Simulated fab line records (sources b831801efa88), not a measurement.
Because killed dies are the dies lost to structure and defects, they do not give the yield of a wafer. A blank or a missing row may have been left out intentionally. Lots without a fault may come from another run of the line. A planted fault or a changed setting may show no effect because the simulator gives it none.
fab line records + flow sky130
record:
- lots: 12
- wafers: 36
- lastDay: 50
route steps=708 shown FIELD_ISO@16 METAL1@437
lots with no fault: from the same line, run without faults
startH: the number of hours between the record's first day and the start of the first shown wafer of the lot + waitH: hours since the lot's step before + " unchanged from the row above + L1.1+2: one row covering several wafers at once + - no value present, or no start provided + * or withheld: withheld + < > ~ a bound
route shown NAME@n: a module of which the file shows steps, and the number in the route of the first + usual: mean/standard deviation taken from wafers without a fault + same: alike in all rows + chamber/n: place in a boat + sites: per-site readings + _std_site: the values' standard deviation + _edge_site: mean of outer sites minus mean of inner sites + radiusMm: how far each site lies from the wafer's centre + mask NAME#n: copy n + behind: the tool/chamber that last shaped the wafer + hold: reason for holding the lot/hours on hold/outcome of the hold + device: transistor that didn't switch, given as n, p or np + end of line: the same wafers' tests at the end of the route + step lacking rows: just its recipe + killed: the dies lost at the first sort to structure and to defects; this is not the yield of the wafer + map: per-die view of a wafer (x killed, . not killed, _ where there is no die)
set.NAME: the setting that was run; set.NAME@STEP: the one run at that earlier step + model.NAME: the simulator's own value behind a step, which no gauge read
steps of the route over a sample of lots; a table a step, a row a wafer
services: a tool's chamber out of use, with start hour (startH, from the record's first day; less than 0 if before it), hours out, and reason
== steps ==
step: SKY_FIELD_ISO_ETCH_15
recipe:
- chemistry: CHF3/O2
- targetDepthNm: 180
- stopOn: Si
- sourceW: 600
- biasW: 200
- pressureMtorr: 40
- chf3FlowSccm: 50
- O2_flow_sccm: 5
- timeS: 72
usual:
- drypumpMotorCurrentA: 6.0/0.47
- oesProductAu: 0.887/0.0067
- throttleValvePct: 8.826/0.0098
| lot.wafer | tool       | chamber | startH | waitH | drypumpMotorCurrentA | oesProductAu | rfHoursCounterH | throttleValvePct |
|-----------|------------|---------|--------|-------|----------------------|--------------|-----------------|------------------|
| L461.3    | rieDiel-01 | 1       | 29.00  | 0.0   | 6.8                  | 0.877        | 39              | 8.828            |
| L461.5    | "          | 2       | "      | "     | 6.4                  | 0.896        | -               | 8.826            |
| L461.6    | "          | 1       | "      | "     | 6.8                  | 0.888        | -               | 8.843            |
| L462.2    | rieDiel-01 | 3       | 35.31  | 0.0   | 5.7                  | 0.888        | 114             | 8.822            |
| L462.3    | "          | 2       | "      | "     | 6.4                  | 0.886        | 146             | 8.822            |
| L462.4    | "          | 0       | "      | "     | 5.4                  | 0.886        | 4               | 8.824            |
| L463.2    | rieDiel-04 | 2       | 38.76  | 0.0   | 6.2                  | 0.891        | 25              | 8.808            |
| L463.3    | "          | 1       | "      | "     | 6.6                  | 0.879        | 29              | 8.801            |
| L463.6    | "          | 2       | "      | "     | 6.2                  | 0.901        | -               | 8.845            |
| L464.1    | rieDiel-03 | 0       | 46.18  | 0.0   | 5.8                  | 0.891        | 2               | 8.827            |
| L464.4    | "          | 1       | "      | "     | 6.3                  | 0.896        | 57              | 8.846            |
| L464.6    | "          | 0       | "      | "     | 5.8                  | 0.898        | -               | 8.830            |
| L466.1    | rieDiel-04 | 1       | 55.30  | 0.0   | 6.5                  | 0.889        | 29              | 8.827            |
| L466.3    | "          | 2       | "      | "     | 6.3                  | 0.888        | 26              | 8.809            |
| L466.6    | "          | 3       | "      | "     | 5.2                  | 0.885        | -               | 8.824            |
| L468.1    | rieDiel-01 | 1       | 65.58  | 0.0   | 6.8                  | 0.887        | 40              | 8.811            |
| L468.4    | "          | 3       | "      | "     | 5.7                  | 0.892        | 115             | 8.821            |
| L468.5    | "          | 3       | "      | "     | 5.7                  | 0.884        | -               | 8.806            |
| L469.2    | rieDiel-01 | 1       | 70.16  | 0.0   | 6.8                  | 0.886        | 40              | 8.824            |
| L469.3    | "          | 3       | "      | "     | 5.7                  | 0.887        | 115             | 8.838            |
| L469.6    | "          | 3       | "      | "     | 5.7                  | 0.890        | -               | 8.841            |
| L473.1    | rieDiel-01 | 1       | 90.21  | 0.0   | 6.8                  | 0.883        | 40              | 8.826            |
| L473.2    | "          | 0       | "      | "     | 5.3                  | 0.892        | 5               | 8.843            |
| L473.6    | "          | 2       | "      | "     | 6.4                  | 0.886        | -               | 8.837            |
| L480.2    | rieDiel-04 | 3       | 129.01 | 0.0   | 5.2                  | 0.883        | 50              | 8.806            |
| L480.3    | "          | 2       | "      | "     | 6.2                  | 0.892        | 27              | 8.833            |
| L480.4    | "          | 1       | "      | "     | 6.5                  | 0.896        | 30              | 8.823            |
| L481.1    | rieDiel-04 | 0       | 133.16 | 0.0   | 5.9                  | 0.872        | 1               | 8.823            |
| L481.4    | "          | 2       | "      | "     | 6.3                  | 0.876        | -               | 8.822            |
| L481.6    | "          | 0       | "      | "     | 5.9                  | 0.873        | -               | 8.823            |
| L482.1    | rieDiel-03 | 3       | 137.68 | 0.0   | 5.9                  | 0.898        | 1               | 8.828            |
| L482.4    | "          | 0       | "      | "     | 5.8                  | 0.888        | 4               | 8.838            |
| L482.6    | "          | 2       | "      | "     | 5.6                  | 0.906        | -               | 8.825            |
| L483.3    | rieDiel-04 | 0       | 145.56 | 0.0   | 5.9                  | 0.883        | 1               | 8.815            |
| L483.4    | "          | 3       | "      | "     | 5.2                  | 0.883        | 51              | 8.834            |
| L483.5    | "          | 1       | "      | "     | 6.6                  | 0.878        | -               | 8.823            |
step: SKY_FIELD_ISO_STRIP_16
recipe:
- chemistry: O2/N2
- powerW: 1400
- pressureMtorr: 1500
- platenTempC: withheld
- o2FlowSccm: 3000
- n2FlowSccm: 300
- overashFraction: 0.5
usual:
- drypumpMotorCurrentA: 6.0/0.31
- o2FlowSccm: 3000/9.6
- oesProductAu: 0.378/0.0045
- stripTimeToEndpointS: 3.524/0.026
| lot.wafer | tool           | chamber | startH | waitH | drypumpMotorCurrentA | o2FlowSccm | oesProductAu | rfHoursCounterH | stripTimeToEndpointS |
|-----------|----------------|---------|--------|-------|----------------------|------------|--------------|-----------------|----------------------|
| L461.3    | plasmaAsher-03 | 0       | 29.09  | 0.1   | 6.1                  | 2994       | 0.371        | -               | 3.492                |
| L461.5    | "              | 0       | "      | "     | 6.0                  | 3009       | 0.378        | -               | 3.512                |
| L461.6    | "              | 1       | "      | "     | 6.5                  | 2996       | 0.377        | -               | 3.520                |
| L462.2    | plasmaAsher-03 | 1       | 35.37  | 0.0   | 6.5                  | 2999       | 0.383        | 35              | 3.526                |
| L462.3    | "              | 0       | "      | "     | 6.1                  | 3009       | 0.387        | -               | 3.524                |
| L462.4    | "              | 1       | "      | "     | 6.5                  | 2994       | 0.381        | -               | 3.500                |
| L463.2    | plasmaAsher-03 | 1       | 38.82  | 0.0   | 6.4                  | 2994       | 0.384        | 35              | 3.512                |
| L463.3    | "              | 0       | "      | "     | 6.0                  | 2995       | 0.386        | -               | 3.528                |
| L463.6    | "              | 0       | "      | "     | 6.1                  | 2987       | 0.378        | -               | 3.495                |
| L464.1    | plasmaAsher-02 | 0       | 46.24  | 0.0   | 5.5                  | 2992       | 0.373        | 37              | 3.549                |
| L464.4    | "              | 1       | "      | "     | 5.6                  | 2974       | 0.373        | -               | 3.518                |
| L464.6    | "              | 1       | "      | "     | 5.6                  | 2992       | 0.384        | -               | 3.520                |
| L466.1    | plasmaAsher-01 | 0       | 55.36  | 0.0   | 5.7                  | 3004       | 0.377        | 34              | 3.527                |
| L466.3    | "              | 0       | "      | "     | 5.8                  | 2988       | 0.374        | -               | 3.492                |
| L466.6    | "              | 0       | "      | "     | 5.8                  | 2993       | 0.374        | -               | 3.574                |
| L468.1    | plasmaAsher-01 | 1       | 65.64  | 0.0   | 5.9                  | 2996       | 0.374        | 35              | 3.529                |
| L468.4    | "              | 0       | "      | "     | 5.7                  | 3013       | 0.376        | -               | 3.534                |
| L468.5    | "              | 1       | "      | "     | 5.9                  | 2998       | 0.375        | -               | 3.527                |
| L469.2    | plasmaAsher-03 | 0       | 70.22  | 0.0   | 6.1                  | 3000       | 0.386        | 38              | 3.539                |
| L469.3    | "              | 0       | "      | "     | 6.1                  | 2993       | 0.384        | -               | 3.542                |
| L469.6    | "              | 0       | "      | "     | 6.1                  | 3010       | 0.384        | -               | 3.551                |
| L473.1    | plasmaAsher-02 | 0       | 90.26  | 0.0   | 5.5                  | 3011       | 0.371        | 42              | 3.555                |
| L473.2    | "              | 1       | "      | "     | 5.6                  | 2997       | 0.388        | 42              | 3.698                |
| L473.6    | "              | 0       | "      | "     | 5.5                  | 2987       | 0.376        | -               | 3.569                |
| L480.2    | plasmaAsher-03 | 0       | 129.06 | 0.0   | 6.1                  | 2997       | 0.386        | 43              | 3.537                |
| L480.3    | "              | 1       | "      | "     | 6.4                  | 2984       | 0.386        | -               | 3.500                |
| L480.4    | "              | 0       | "      | "     | 6.1                  | 2997       | 0.377        | -               | 3.531                |
| L481.1    | plasmaAsher-01 | 0       | 133.21 | 0.0   | 5.8                  | 2996       | 0.377        | 2               | 3.537                |
| L481.4    | "              | 1       | "      | "     | 5.9                  | 3022       | 0.375        | -               | 3.490                |
| L481.6    | "              | 1       | "      | "     | 5.9                  | 3018       | 0.373        | -               | 3.536                |
| L482.1    | plasmaAsher-02 | 1       | 137.74 | 0.0   | 5.6                  | 2985       | 0.377        | 47              | 3.546                |
| L482.4    | "              | 1       | "      | "     | 5.6                  | 2990       | 0.371        | -               | 3.496                |
| L482.6    | "              | 1       | "      | "     | 5.6                  | 3002       | 0.375        | -               | 3.482                |
| L483.3    | plasmaAsher-01 | 0       | 145.65 | 0.1   | 5.8                  | 2988       | 0.370        | -               | 3.533                |
| L483.4    | "              | 1       | "      | "     | 5.9                  | 2990       | 0.374        | -               | 3.537                |
| L483.5    | "              | 1       | "      | "     | 5.9                  | 2977       | 0.371        | -               | 3.494                |
step: SKY_METAL1_SPUTTER_03
recipe:
- material: Ti
- targetThkNm: 5
- powerW: 3000
- timeS: 3.3
- chamberPressurePa: 0.4
usual:
- throttleValvePct: 30.2/0.83
| lot.wafer | tool          | chamber | startH | waitH | throttleValvePct |
|-----------|---------------|---------|--------|-------|------------------|
| L461.3    | pvdSputter-03 | -       | 735.28 | 0.0   | 30.6             |
| L461.5    | "             | -       | "      | "     | 30.6             |
| L461.6    | "             | -       | "      | "     | 29.0             |
| L462.2    | pvdSputter-04 | -       | 741.88 | 0.0   | 30.3             |
| L462.3    | "             | -       | "      | "     | 29.5             |
| L462.4    | "             | -       | "      | "     | 30.3             |
| L463.2    | pvdSputter-01 | -       | 746.30 | 0.0   | 30.0             |
| L463.3    | "             | -       | "      | "     | 30.0             |
| L463.6    | "             | -       | "      | "     | 29.3             |
| L464.1    | pvdSputter-03 | -       | 755.89 | 0.0   | 30.4             |
| L464.4    | "             | -       | "      | "     | 31.2             |
| L464.6    | "             | -       | "      | "     | 30.4             |
| L466.1    | pvdSputter-01 | -       | 773.65 | 0.0   | 30.2             |
| L466.3    | "             | -       | "      | "     | 32.2             |
| L466.6    | "             | -       | "      | "     | 30.1             |
| L468.1    | pvdSputter-04 | -       | 791.80 | 0.0   | 29.6             |
| L468.4    | "             | -       | "      | "     | 30.2             |
| L468.5    | "             | -       | "      | "     | 30.1             |
| L469.2    | pvdSputter-03 | -       | 798.35 | 0.0   | 31.0             |
| L469.3    | "             | -       | "      | "     | 30.2             |
| L469.6    | "             | -       | "      | "     | 28.7             |
| L473.1    | pvdSputter-04 | -       | 833.40 | 0.0   | 30.2             |
| L473.2    | "             | -       | "      | "     | 30.3             |
| L473.6    | "             | -       | "      | "     | 30.3             |
| L480.2    | pvdSputter-01 | -       | 885.17 | 0.0   | 30.1             |
| L480.3    | "             | -       | "      | "     | 29.6             |
| L480.4    | "             | -       | "      | "     | 29.1             |
| L481.1    | pvdSputter-01 | -       | 885.77 | 0.0   | 29.0             |
| L481.4    | "             | -       | "      | "     | 30.0             |
| L481.6    | "             | -       | "      | "     | 32.1             |
| L482.1    | pvdSputter-01 | -       | 896.56 | 0.0   | 32.1             |
| L482.4    | "             | -       | "      | "     | 30.1             |
| L482.6    | "             | -       | "      | "     | 32.2             |
| L483.3    | pvdSputter-04 | -       | 902.39 | 0.0   | 30.5             |
| L483.4    | "             | -       | "      | "     | 30.5             |
| L483.5    | "             | -       | "      | "     | 30.3             |
step: SKY_METAL1_THK_MEAS_06
recipe:
- thkMeasGauge: xrf
- reads: AlCu_of_METAL1_SPUTTER_02
usual:
- METAL1_ALCU_THK: 251.4/2.8
| lot.wafer | tool         | chamber | startH | waitH | METAL1_ALCU_THK[nm] |
|-----------|--------------|---------|--------|-------|---------------------|
| L461.3    | filmMetro-03 | -       | 735.50 | 0.1   | 249.4               |
| L461.5    | "            | -       | "      | "     | 252.6               |
| L461.6    | "            | -       | "      | "     | 254.1               |
| L462.2    | filmMetro-03 | -       | 742.08 | 0.1   | 252.7               |
| L462.3    | "            | -       | "      | "     | 254.7               |
| L462.4    | "            | -       | "      | "     | 251.5               |
| L463.2    | filmMetro-03 | -       | 746.49 | 0.1   | 249.9               |
| L463.3    | "            | -       | "      | "     | 246.8               |
| L463.6    | "            | -       | "      | "     | 246.2               |
| L464.1    | filmMetro-04 | -       | 756.08 | 0.1   | 250.5               |
| L464.4    | "            | -       | "      | "     | 248.3               |
| L464.6    | "            | -       | "      | "     | 246.3               |
| L466.1    | filmMetro-03 | -       | 773.83 | 0.1   | 255.5               |
| L466.3    | "            | -       | "      | "     | 251.8               |
| L466.6    | "            | -       | "      | "     | 253.1               |
| L468.1    | filmMetro-04 | -       | 791.98 | 0.1   | 253.4               |
| L468.4    | "            | -       | "      | "     | 252.9               |
| L468.5    | "            | -       | "      | "     | 256.2               |
| L469.2    | filmMetro-03 | -       | 798.55 | 0.1   | 250.2               |
| L469.3    | "            | -       | "      | "     | 254.8               |
| L469.6    | "            | -       | "      | "     | 251.0               |
| L473.1    | filmMetro-04 | -       | 833.59 | 0.1   | 251.8               |
| L473.2    | "            | -       | "      | "     | 251.1               |
| L473.6    | "            | -       | "      | "     | 251.6               |
| L480.2    | filmMetro-02 | -       | 885.37 | 0.1   | 254.1               |
| L480.3    | "            | -       | "      | "     | 251.5               |
| L480.4    | "            | -       | "      | "     | 252.3               |
| L481.1    | filmMetro-02 | -       | 885.96 | 0.1   | 250.7               |
| L481.4    | "            | -       | "      | "     | 253.3               |
| L481.6    | "            | -       | "      | "     | 251.9               |
| L482.1    | filmMetro-03 | -       | 896.74 | 0.1   | 254.7               |
| L482.4    | "            | -       | "      | "     | 258.6               |
| L482.6    | "            | -       | "      | "     | 257.7               |
| L483.3    | filmMetro-03 | -       | 902.59 | 0.1   | 251.4               |
| L483.4    | "            | -       | "      | "     | 251.6               |
| L483.5    | "            | -       | "      | "     | 251.4               |
step: SKY_METAL1_CD_MEAS_15
recipe:
- targetCdNm: 140
usual:
- cdNm: 139.8/1.5
| lot.wafer | tool     | chamber | startH | waitH | cdNm  |
|-----------|----------|---------|--------|-------|-------|
| L461.3    | cdSem-02 | -       | 762.08 | -     | 138.3 |
| L461.5    | "        | -       | "      | "     | 140.5 |
| L461.6    | "        | -       | "      | "     | 141.2 |
| L462.2    | cdSem-02 | -       | 769.61 | -     | 139.5 |
| L462.3    | "        | -       | "      | "     | 137.4 |
| L462.4    | "        | -       | "      | "     | 139.8 |
| L463.2    | cdSem-01 | -       | 773.41 | -     | 139.1 |
| L463.3    | "        | -       | "      | "     | 139.1 |
| L463.6    | "        | -       | "      | "     | 140.6 |
| L464.1    | cdSem-02 | -       | 782.99 | -     | 137.4 |
| L464.4    | "        | -       | "      | "     | 136.9 |
| L464.6    | "        | -       | "      | "     | 134.7 |
| L466.1    | cdSem-01 | -       | 800.89 | -     | 139.9 |
| L466.3    | "        | -       | "      | "     | 141.6 |
| L466.6    | "        | -       | "      | "     | 140.5 |
| L468.1    | cdSem-02 | -       | 818.84 | -     | 142.2 |
| L468.4    | "        | -       | "      | "     | 141.3 |
| L468.5    | "        | -       | "      | "     | 141.5 |
| L469.2    | cdSem-01 | -       | 824.96 | -     | 141.6 |
| L469.3    | "        | -       | "      | "     | 139.9 |
| L469.6    | "        | -       | "      | "     | 140.4 |
| L473.1    | cdSem-02 | -       | 859.89 | -     | 140.3 |
| L473.2    | "        | -       | "      | "     | 138.3 |
| L473.6    | "        | -       | "      | "     | 138.9 |
| L480.2    | cdSem-01 | -       | 910.11 | -     | 139.5 |
| L480.3    | "        | -       | "      | "     | 140.6 |
| L480.4    | "        | -       | "      | "     | 139.5 |
| L481.1    | cdSem-02 | -       | 911.04 | -     | 143.0 |
| L481.4    | "        | -       | "      | "     | 143.1 |
| L481.6    | "        | -       | "      | "     | 143.0 |
| L482.1    | cdSem-01 | -       | 921.44 | -     | 136.6 |
| L482.4    | "        | -       | "      | "     | 138.2 |
| L482.6    | "        | -       | "      | "     | 138.2 |
| L483.3    | cdSem-02 | -       | 926.48 | -     | 140.6 |
| L483.4    | "        | -       | "      | "     | 140.8 |
| L483.5    | "        | -       | "      | "     | 142.1 |
== services ==
| tool           | chamber | startH | hours | kind   |
|----------------|---------|--------|-------|--------|
| pvdSputter-01  | -       | 64.56  | 10.6  | repair |
| pvdSputter-01  | -       | 75.55  | 8.4   | repair |
| pvdSputter-01  | -       | 76.24  | 4.2   | repair |
| plasmaAsher-03 | -       | 89.49  | 14.6  | pm     |
| rieDiel-04     | 1       | 98.12  | 2.1   | repair |
| rieDiel-04     | -       | 110.60 | 15.6  | pm     |
| rieDiel-01     | 1       | 112.96 | 35.3  | repair |
| rieDiel-01     | -       | 121.69 | 0.3   | repair |
| rieDiel-04     | 3       | 130.04 | 8.7   | repair |
| plasmaAsher-03 | -       | 136.41 | 10.1  | repair |
| pvdSputter-01  | -       | 167.84 | 2.5   | repair |
| pvdSputter-01  | -       | 198.38 | 6.0   | repair |
| rieDiel-01     | 0       | 203.61 | 3.6   | repair |
| plasmaAsher-03 | -       | 214.73 | 5.4   | repair |
| rieDiel-01     | -       | 216.54 | 14.6  | pm     |
| rieDiel-01     | 0       | 232.26 | 9.4   | repair |
| rieDiel-01     | 2       | 243.73 | 4.5   | repair |
| pvdSputter-01  | -       | 257.63 | 1.7   | repair |
| rieDiel-04     | 3       | 279.09 | 3.1   | repair |
| rieDiel-01     | 2       | 308.46 | 3.4   | repair |
| rieDiel-01     | 2       | 312.69 | 1.5   | repair |
| pvdSputter-01  | -       | 327.68 | 0.5   | repair |
| pvdSputter-01  | -       | 343.89 | 1.1   | repair |
| rieDiel-04     | 0       | 368.76 | 1.4   | repair |
== key ==
firstSign:
- step: SKY_FIELD_ISO_STRIP_16
- reading: stripTimeToEndpointS
- direction: up
- sigmas: 6.6
- usual: *
- struck: *
effect none on later readings
metAt SKY_FIELD_ISO_ETCH_15
struckLots L473
struckWafers L473.2
testerLeftOut L473
notActingAt SKY_METAL1_SPUTTER_03,SKY_METAL1_THK_MEAS_06,SKY_METAL1_CD_MEAS_15
onsetBetween 35.31 90.21
fault:
- kind: processParameterDrift
- tool: rieDiel-01
- chamber: 0
- onsetH: 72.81
- steps: SKY_FIELD_ISO_ETCH_15
- channel: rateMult
- offset: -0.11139
- shape: step
- endH: 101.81
testerLeftOut: of these lots the tester's yield and bins aren't shown, on N5 and GAA mostly nor the transistor test; their killed dies are dies lost to structure and defects alone, not to doping, threshold or leakage, so they don't give the yield
